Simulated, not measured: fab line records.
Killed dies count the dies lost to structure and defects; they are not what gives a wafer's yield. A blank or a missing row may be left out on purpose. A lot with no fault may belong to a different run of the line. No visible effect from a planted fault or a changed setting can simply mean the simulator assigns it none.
Split-lot trial ; flow gf180mcu ; route with 602 steps; 5 lots, 23 wafers read

== ABOUT THE SPLIT ==
At GF_MVSD_STRIP_10 (strips in O2/N2), the setting powerW was moved away from the recipe's 1400 W on 6 of the 23 wafers read, by -9.3% to -4.1%. The other wafers ran this setting at the recipe's value.

The reading comes from the split's own step.

== THE READING ==
oesProductAu, in a.u., at GF_MVSD_STRIP_10 (strips in O2/N2). On this fab line, fault-free wafers typically give 0.723 a.u. with a standard deviation of 0.004 a.u.

wafer;tool, chamber at the split;powerW as run, W;against the recipe;oesProductAu, a.u.;against lot-mates on the recipe
L075.1;plasmaAsher-04, 0;1400;recipe;0.721;-
L075.2;plasmaAsher-04, 1;1400;recipe;0.726;-
L075.4;plasmaAsher-04, 1;1400;recipe;0.718;-
L075.5;plasmaAsher-04, 0;1400;recipe;0.720;-
L075.6;plasmaAsher-04, 1;1400;recipe;0.724;-
L078.2;plasmaAsher-04, 0;1400;recipe;0.726;-
L078.4;plasmaAsher-04, 1;1400;recipe;0.722;-
L078.6;plasmaAsher-04, 1;1400;recipe;0.720;-
L077.1;plasmaAsher-01, 0;1400;recipe;0.725;-
L077.2;plasmaAsher-01, 1;1343;-4.1%;0.707;-0.017
L077.3;plasmaAsher-01, 1;1343;-4.1%;0.701;-0.023
L077.4;plasmaAsher-01, 0;1343;-4.1%;0.710;-0.014
L077.6;plasmaAsher-01, 0;1400;recipe;0.723;-
L081.2;plasmaAsher-03, 0;1400;recipe;0.715;-
L081.3;plasmaAsher-03, 0;1400;recipe;0.726;-
L081.4;plasmaAsher-03, 1;1400;recipe;0.726;-
L081.5;plasmaAsher-03, 0;1400;recipe;0.725;-
L081.6;plasmaAsher-03, 1;1400;recipe;0.717;-
L082.1;plasmaAsher-04, 0;1270;-9.3%;0.687;-0.034
L082.2;plasmaAsher-04, 1;1400;recipe;0.724;-
L082.3;plasmaAsher-04, 1;1270;-9.3%;0.688;-0.034
L082.5;plasmaAsher-04, 1;1270;-9.3%;0.689;-0.033
L082.6;plasmaAsher-04, 0;1400;recipe;0.719;-

FIT RESULTS
A straight line over all 23 wafers: oesProductAu changes by +0.00372 a.u. for each +1% of powerW; r = +0.96; the points scatter about the line by 0.0034 a.u.
The same after taking each lot's own level away (the mean of its wafers on the recipe; 23 wafers): +0.0037 a.u. for each +1%; r = +0.96; scatter 0.0035 a.u.
The reading moves by 0.034 a.u. for the largest change in powerW, on that fit.
Measured against the standard deviation above, the lots' own levels, which go from 0.7215 to 0.7240 a.u., span 0.6 times it.
Hence the lot-to-lot level has little effect on the slope; both slopes agree.
Check: with one of the wafers moved furthest among these (-9.3%) left out of the fit, the line predicts -0.0347 a.u. for it against its lot-mates. It came out at -0.0345 a.u. against them.
Tool readings at the split's step, against how far the setting was moved: oesProductAu r = +0.96; stripTimeToEndpointS r = -1.00.

== THE OTHER SPLITS THESE WAFERS WENT THROUGH ==
Note: prior to the reading, these wafers also went through further splits. Each is held against what the fit with the lots' levels taken away leaves over:
other split on the same wafers;wafers away from the commonest value;r with oesProductAu (lot level and that fit taken away)
GF_STI_OXIDATION_01 oxTimeS;15;+0.06
GF_STI_PEB_10 pebTimeS;9;-0.18
GF_STI_WET_ETCH_26 tempC;18;+0.05
GF_DNWELL_STRIP_08 platenTempC;4;-0.09
GF_NWELL_IMPLANT_08 doseCm2;5;-0.03
GF_NWELL_IMPLANT_09 doseCm2;6;+0.04
GF_LVPWELL_IMPLANT_09 energyKev;12;+0.13

== THE WHOLE CHAIN: every reading that the file lists as answering this split, in the file's order ==
step;what it does;reading;change (the file's fit);r (the file's)
GF_MVSD_STRIP_10;strips in O2/N2;oesProductAu;+0.0037 a.u. for each +1% of the setting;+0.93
GF_MVSD_STRIP_10;strips in O2/N2;stripTimeToEndpointS;withheld for each +1% of the setting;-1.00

== FILE'S OWN FIT ==
oesProductAu changes by +0.0037 a.u. for each +1% of powerW, r = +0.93.
